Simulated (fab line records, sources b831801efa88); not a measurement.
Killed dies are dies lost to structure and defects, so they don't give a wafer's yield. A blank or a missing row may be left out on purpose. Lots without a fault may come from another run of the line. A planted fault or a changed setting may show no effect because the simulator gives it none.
Problem report in the 8D (eight disciplines) form, filled by code | flow sky130 | the parts of the form that need people (team, actions taken, sign-off) are left out

1. THE PROBLEM
PASSIVATION_CVD_02_THK at SKY_PASSIVATION_THK_MEAS_03 reads a mean of 935 nm on 3 wafers of 2 lots; wafers without a fault read 536 nm with a standard deviation of 7.3. That is +55 standard deviations from the usual mean.
First seen on wafer L982.4, day 46 01:13, on film_metro-02. The record holds 33 wafers of 11 lots with a number at this step. Rule for "out", or "out of limits": more than 4 standard deviations from the usual mean. The other wafers with a number count as sound.

2. WHAT IT IS AND WHAT IT IS NOT
question                    | is                     | is not
which readings at this step | PASSIVATION_CVD_02_THK | -
which lots                  | L982, L984             | L975, L976, L986, L987, L989, L992, L993, L995, L997
which wafers of those lots  | L982.4, L982.5, L984.5 | L982.3, L984.1, L984.6
read on which gauges        | film_metro-02          | film_metro-01, film_metro-03
when                        | from day 46 01:13      | up to then (7 sound wafers); but 23 sound wafers of L984, L986, L987, L989, L992, L993, L995, L997 came after

3. SUSPECTS, AND WHAT RULES EACH OUT
Counting: a tool at a process step up to the reading stays a suspect if it ran every lot that is out. Sound lots after the first of them don't rule it out here, since some wafers of a struck lot are sound.
- the gauge at SKY_PASSIVATION_THK_MEAS_03: kept. All the wafers that are out were read on film_metro-02, and no step on other tools shows them out.
- pecvd-04 at SKY_PASSIVATION_CVD_02 (deposits Si3N4, target thk 540 nm): kept. It ran every lot that is out, first L982 (day 46 00:58); its last sound lot up to then is L975 (day 43 20:03).
Left after counting: pecvd-04 at SKY_PASSIVATION_CVD_02, film_metro-02 at SKY_PASSIVATION_THK_MEAS_03.

4. THE CAUSE (what the simulator had put in)
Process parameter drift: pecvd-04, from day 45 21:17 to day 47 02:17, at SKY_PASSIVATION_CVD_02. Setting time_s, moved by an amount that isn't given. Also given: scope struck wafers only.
Counting left 2 suspects, and this tool is among them.

5. THE CHAIN OF EFFECTS, in route order
Each row: a reading whose mean over the struck wafers that have a number lies more than 3 standard deviations from the usual. Only readings for which the record gives a usual standard deviation are gone through. hours: the time from each lot's start at the first step in this table that gives one to its start at this step, as a median over the lots. sigmas: the change in usual standard deviations.
hours | step                        | reading                | usual      | on struck wafers | change | sigmas
0     | SKY_PASSIVATION_THK_MEAS_03 | PASSIVATION_CVD_02_THK | 536 nm     | 935              | +399   | +55
20    | SKY_PASSIVATION_ETCH_11     | oes_product_au         | 0.974 a.u. | 0.998            | +0.024 | +3.1
The process steps in it:
- SKY_PASSIVATION_ETCH_11: etches the open film in CF4/O2, stops on AlCu, target depth 725 nm, time 161.1 s.

6. WHAT WOULD HAVE CAUGHT IT SOONER
In this record the first reading out of limits at a measuring or inspecting step was taken at day 46 01:13, 4 hours after the fault began at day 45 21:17.
Of the tool readings at SKY_PASSIVATION_CVD_02 for which the record gives a usual standard deviation, none was out on any struck wafer, so an alarm limit of 4 standard deviations on them would not have fired.
Of the lots that are out (2), L984 began SKY_PASSIVATION_CVD_02 on pecvd-04 after day 46 01:13. A hold on the tool at that time would have spared it.
